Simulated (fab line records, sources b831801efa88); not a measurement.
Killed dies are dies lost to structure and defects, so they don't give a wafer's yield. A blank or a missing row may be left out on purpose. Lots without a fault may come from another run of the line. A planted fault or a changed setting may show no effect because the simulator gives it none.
Which tool did it? | flow gf180mcu | 14 lots, 42 wafers sampled, at 4 steps of a route of 602

WHAT THE GAUGES READ, wafer by wafer
GF_M4_THK_MEAS_06: measures by xrf. Usual: M4_ALCU_THK 452 nm, standard deviation 5.1.
lot  | measured     | on            | M4_ALCU_THK (nm) | flag
L100 | day 22 22:31 | film_metro-03 | 455 452 448      |
L101 | day 23 03:37 | film_metro-03 | 445 444 446      |
L105 | day 24 14:38 | film_metro-02 | 453 453 452      |
L106 | day 24 23:52 | film_metro-02 | 453 451 454      |
L108 | day 25 12:05 | film_metro-02 | 453 450 459      |
L109 | day 26 00:49 | film_metro-04 | 456 456 448      |
L113 | day 27 06:55 | film_metro-03 | 448 452 447      |
L114 | day 27 16:35 | film_metro-02 | 458 457 452      |
L115 | day 27 16:52 | film_metro-04 | 444 444 442      |
L117 | day 28 09:43 | film_metro-02 | 445 447 445      |
L118 | day 28 14:07 | film_metro-04 | 446 443 445      |
L119 | day 28 19:42 | film_metro-03 | 457 454 456      |
L121 | day 29 12:35 | film_metro-03 | 459 453 455      |
L122 | day 29 19:18 | film_metro-02 | 452 447 450      |

GF_V4_THK_MEAS_03. Usual: V4_CVD_02_THK 849 nm, standard deviation 10.
lot  | measured     | on            | V4_CVD_02_THK (nm) | flag
L100 | day 23 21:53 | film_metro-02 | 824 849 850        |
L101 | day 24 02:56 | film_metro-02 | 842 848 853        |
L105 | day 25 12:53 | film_metro-04 | 837 863 841        |
L106 | day 25 21:34 | film_metro-02 | 836 848 848        |
L113 | day 28 03:47 | film_metro-02 | 856 850 866        |
L114 | day 28 13:09 | film_metro-01 | 857 868 862        |
L115 | day 28 13:43 | film_metro-04 | 858 835 854        |
L117 | day 29 05:56 | film_metro-04 | 853 847 847        |
L118 | day 29 09:58 | film_metro-02 | 851 849 867        |
L119 | day 29 15:45 | film_metro-04 | 840 840 857        |
L121 | day 30 07:51 | film_metro-01 | 835 852 862        |
L122 | day 30 14:32 | film_metro-01 | 857 836 859        |

WHICH TOOL RAN EACH LOT (tool, then ch and the chambers of the sampled wafers, then the start)
lot  | GF_V3_CVD_23                  | GF_V4_CVD_00
L100 | cvd_w-01 ch 0,1, day 22 21:35 | hdpcvd-02 ch 0,1, day 23 21:41
L101 | cvd_w-01 ch 0,1, day 23 02:23 | hdpcvd-01 ch 1,2, day 24 02:44
L105 | cvd_w-01 ch 0,1, day 24 13:41 | hdpcvd-02 ch 0,1,2, day 25 12:38
L106 | cvd_w-02 ch 0,1, day 24 22:40 | hdpcvd-01 ch 0,2, day 25 21:22
L108 | cvd_w-01 ch 0,1, day 25 10:58 | hdpcvd-01 ch 0,1, day 26 09:44
L109 | cvd_w-02 ch 0,1, day 25 23:55 | hdpcvd-01 ch 0,1,2, day 26 22:28
L113 | cvd_w-02 ch 0,1, day 27 05:41 | hdpcvd-02 ch 0,1,2, day 28 03:35
L114 | cvd_w-02 ch 0,1, day 27 15:40 | hdpcvd-02 ch 0,1,2, day 28 12:58
L115 | cvd_w-01 ch 0,1, day 27 15:56 | hdpcvd-01 ch 0,1,2, day 28 13:31
L117 | cvd_w-01 ch 0,1, day 28 08:47 | hdpcvd-02 ch 0,2, day 29 05:35
L118 | cvd_w-02 ch 0,1, day 28 12:58 | hdpcvd-02 ch 0,2, day 29 09:46
L119 | cvd_w-02 ch 0,1, day 28 18:40 | hdpcvd-01 ch 0,1, day 29 15:32
L121 | cvd_w-02 ch 0,1, day 29 11:41 | hdpcvd-01 ch 0,2, day 30 07:38
L122 | cvd_w-02 ch 0, day 29 18:22   | hdpcvd-01 ch 0,2, day 30 14:20
- GF_V3_CVD_23: deposits W, target thk 350 nm, time 104.9 s.
- GF_V4_CVD_00: deposits SiO2, target thk 600 nm, time 100 s.

WHAT THE TOOLS THEMSELVES READ (means of the sampled wafers that have a number; where no wafer has one, the mark that the record gives instead)
GF_V3_CVD_23. Usual: chamber_pressure_Torr 40.59 Torr, standard deviation 0.083; heater_power_outer_w 551 W, standard deviation 36; heater_power_w 890 W, standard deviation 64; susceptor_temp_C 400.02 C, standard deviation 0.22.
lot  | tool     | chamber_pressure_Torr (Torr) | heater_power_outer_w (W) | heater_power_w (W) | susceptor_temp_C (C) | flag
L100 | cvd_w-01 | 40.50                        | 531                      | 858                | 400.25               |
L101 | cvd_w-01 | 40.50                        | 537                      | 869                | 399.74               |
L105 | cvd_w-01 | 40.60                        | 543                      | 877                | 399.89               |
L106 | cvd_w-02 | 40.61                        | 570                      | 884                | 399.95               |
L108 | cvd_w-01 | 40.66                        | 534                      | 870                | 400.05               |
L109 | cvd_w-02 | 40.52                        | 563                      | 879                | 400.29               |
L113 | cvd_w-02 | 40.62                        | 542                      | 882                | 400.02               |
L114 | cvd_w-02 | 40.62                        | 546                      | 880                | 399.82               |
L115 | cvd_w-01 | 40.62                        | 563                      | 926                | 399.94               |
L117 | cvd_w-01 | 40.59                        | 558                      | 916                | 400.21               |
L118 | cvd_w-02 | 40.56                        | 566                      | 893                | 400.42               |
L119 | cvd_w-02 | 40.62                        | 551                      | 874                | 400.10               |
L121 | cvd_w-02 | 40.60                        | 564                      | 882                | 399.99               |
L122 | cvd_w-02 | 40.52                        | 596                      | 902                | 400.02               |

GF_V4_CVD_00. Usual: pressure_mtorr 5.999 mTorr, standard deviation 0.013; run_length_s 127.9 s, standard deviation 0.5; susceptor_temp_C 399.99 C, standard deviation 0.22.
lot  | tool      | pressure_mtorr (mTorr) | run_length_s (s) | susceptor_temp_C (C) | flag
L100 | hdpcvd-02 | 6.005                  | 127.6            | 400.11               |
L101 | hdpcvd-01 | 6.013                  | 128.1            | 400.22               |
L105 | hdpcvd-02 | 6.001                  | 127.8            | 400.20               |
L106 | hdpcvd-01 | 6.002                  | 127.8            | 399.85               |
L108 | hdpcvd-01 | -                      | -                | -                    | OFF
L109 | hdpcvd-01 | -                      | -                | -                    | OFF
L113 | hdpcvd-02 | 5.998                  | 127.5            | 400.02               |
L114 | hdpcvd-02 | 6.000                  | 127.8            | 399.97               |
L115 | hdpcvd-01 | 5.993                  | 127.9            | 399.85               |
L117 | hdpcvd-02 | 5.999                  | 127.7            | 399.99               |
L118 | hdpcvd-02 | 5.995                  | 127.5            | 400.25               |
L119 | hdpcvd-01 | 5.996                  | 128.5            | 399.80               |
L121 | hdpcvd-01 | 5.985                  | 127.9            | 400.01               |
L122 | hdpcvd-01 | 5.999                  | 128.0            | 399.80               |

THE ANSWER, worked out from the rows above alone
Rule: a lot is off if the mean of its wafers that have a number lies more than 3 standard deviations from the usual mean. A lot without any number at a reading at which 4 lots or more have one is off too. The other lots that the step has rows for count as sound. The gauges are gone through in route order, then the tools' own readings, and for those a lot's mean is taken as printed above. The first step at which some lot is off is used, and at that step the reading that is off furthest; a lot without a number counts as furthest.
Off: L108, L109, at GF_V4_CVD_00 (pressure_mtorr). Without a number there: L108, L109.
A tool fits if, at that step or a process step before it, it ran every lot that is off, and no sound lot after the first of them. None of those tried fits.

WHAT THE SIMULATOR HAD PUT IN
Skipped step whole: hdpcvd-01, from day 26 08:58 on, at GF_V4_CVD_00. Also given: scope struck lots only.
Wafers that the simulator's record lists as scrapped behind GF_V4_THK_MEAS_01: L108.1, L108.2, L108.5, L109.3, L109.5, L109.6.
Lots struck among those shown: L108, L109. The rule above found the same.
